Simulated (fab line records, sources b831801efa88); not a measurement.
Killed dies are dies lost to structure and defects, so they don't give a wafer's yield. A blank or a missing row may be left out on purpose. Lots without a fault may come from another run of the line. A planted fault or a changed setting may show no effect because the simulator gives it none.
A struck lot beside a sound one | flow sky130 | 16 steps out of a route of 708
Sound: wafers L873.2, L873.4, L873.6. Struck: wafers L888.2, L888.3, L888.5. The cause comes at the end.
At each step with rows: each side's tool, then ch and its chambers, then its first start. Under that, the readings that differ: sound wafers | struck wafers | difference of the means | sigmas: that difference in standard deviations of wafers without a fault.
alike: readings whose means differ by less than 2 such deviations, and words and numbers that are the same on both sides. not compared: withheld readings, readings that some wafer has no value for, bounds like >300 that may hide the same value, and numbers for which the record gives no deviation and whose values overlap.
The two part at a step that has a row with sigmas, a row that says differs or no value, or rows on one side only. Numbers that don't overlap but have no deviation are shown without sigmas and don't part them. A reading that every wafer of one side lacks parts them only if that side has two wafers or more.

first, 3 steps without rows for these wafers: SKY_SONOS_TUNNEL_EXPOSE_04 (exposes mask TUNM, target cd 410 nm); SKY_SONOS_TUNNEL_PEB_05; SKY_SONOS_TUNNEL_DEVELOP_06 (develop time 60 s).
SKY_SONOS_TUNNEL_CD_MEAS_07: target cd 410 nm.
  sound on cd_sem-01, day 11 10:01; struck on cd_sem-01, day 16 03:34
  alike: cd_nm
SKY_SONOS_TUNNEL_OVL_MEAS_08:
  sound on overlay-02, day 11 10:07; struck on overlay-01, day 16 03:40
  alike: SONOS_TUNNEL_OVL
then, 3 steps without rows for these wafers: SKY_SONOS_TUNNEL_IMPLANT_09; SKY_SONOS_TUNNEL_WET_ETCH_10 (etches SiO2 in dHF, target depth 14 nm, time 280 s); SKY_SONOS_TUNNEL_STRIP_11 (strips in SPM, time 600 s).
SKY_SONOS_TUNNEL_TW_MEAS_12:
  sound on film_metro-03, day 11 10:35; struck on film_metro-02, day 16 04:08
  alike: SONOS_TUNNEL_TW
then, 2 steps without rows for these wafers: SKY_SONOS_TUNNEL_CLEAN_13 (cleans in dHF, time 20 s); SKY_SONOS_ONO_OXIDATION_00 (stabilise 600 s, purge 300 s, target thk 2.6 nm).
SKY_SONOS_ONO_THK_MEAS_01:
  sound on film_metro-01, day 11 12:11; struck on film_metro-02, day 16 05:34
  alike: SONOS_ONO_OXIDATION_THK
SKY_SONOS_ONO_CVD_02: deposits Si3N4 from DCS/NH3, target thk 10.5 nm, time 180 s.
  sound on lpcvd-02 ch 1, day 11 14:22; struck on lpcvd-02 ch 0, day 16 06:19
  reading                                     | sound             | struck            | difference | sigmas
  zone_power_upper_pct (%)                    | 13.1 13.3 13.3    | 11.5 11.6 11.8    | -1.6       | -2
  model.Si3N4_of_SONOS_ONO_CVD_02.thk_nm (nm) | 10.22 10.23 10.42 | 9.826 9.796 9.785 | -0.488     |
  alike: spike_tc_centre_C
SKY_SONOS_ONO_THK_MEAS_03:
  sound on film_metro-01, day 11 15:58; struck on film_metro-02, day 16 07:22
  reading                   | sound             | struck         | difference | sigmas
  SONOS_ONO_CVD_02_THK (nm) | 10.24 10.17 10.40 | 9.82 9.83 9.79 | -0.46      | -4
then, 1 step without rows for these wafers: SKY_SONOS_ONO_CVD_04 (deposits SiO2 from SiH4/N2O, target thk 5.7199 nm).
-- the record jumps here: 34 days lie between the struck wafers' starts before and after (it left off in module SONOS_ONO and takes up again in module PAD_OPEN, whose first step shown is number 708 of the route) --
SKY_PAD_OPEN_PROBE_99:
  sound on prober-02, day 45 20:01; struck on prober-02, day 49 20:31
  reading                               | sound                | struck               | difference | sigmas
  model.etest.cap_ono.gate_log10_a_cm2  | -7.884 -7.735 -8     | -7.188 -7.39 -7.149  | +0.631     |
  model.etest.cap_ono.tox_acc_nm (nm)   | 12.85 12.73 12.88    | 12.32 12.38 12.32    | -0.48      |
  model.etest.sonos_programmed.vt_v (V) | 1.46 1.558 1.393     | 1.72 1.701 1.693     | +0.23      |
  model.etest.sonos_erased.vt_v (V)     | -2.298 -2.385 -2.302 | -2.487 -2.456 -2.478 | -0.145     |
  model.etest.sonos_baked.vt_v (V)      | 0.9737 0.9413 0.9233 | 1.073 1.076 1.109    | +0.140     |
  alike: killed_at_M0_to_M3, killed_at_M4_up, killed_at_contacts, killed_at_front_end, killed_at_other, killed_dies, killed_open, killed_short
  not compared: model.etest.sonos_baked.vt_less_v

WHERE THEY PART
First at SKY_SONOS_ONO_CVD_02; last, within this record, at SKY_SONOS_ONO_THK_MEAS_03. Later steps at which nothing parts them and some readings are alike: SKY_PAD_OPEN_PROBE_99.

WHY: what the simulator had put in
Process parameter drift: lpcvd-02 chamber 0, from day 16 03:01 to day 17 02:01, at SKY_SONOS_ONO_CVD_02. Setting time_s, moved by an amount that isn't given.
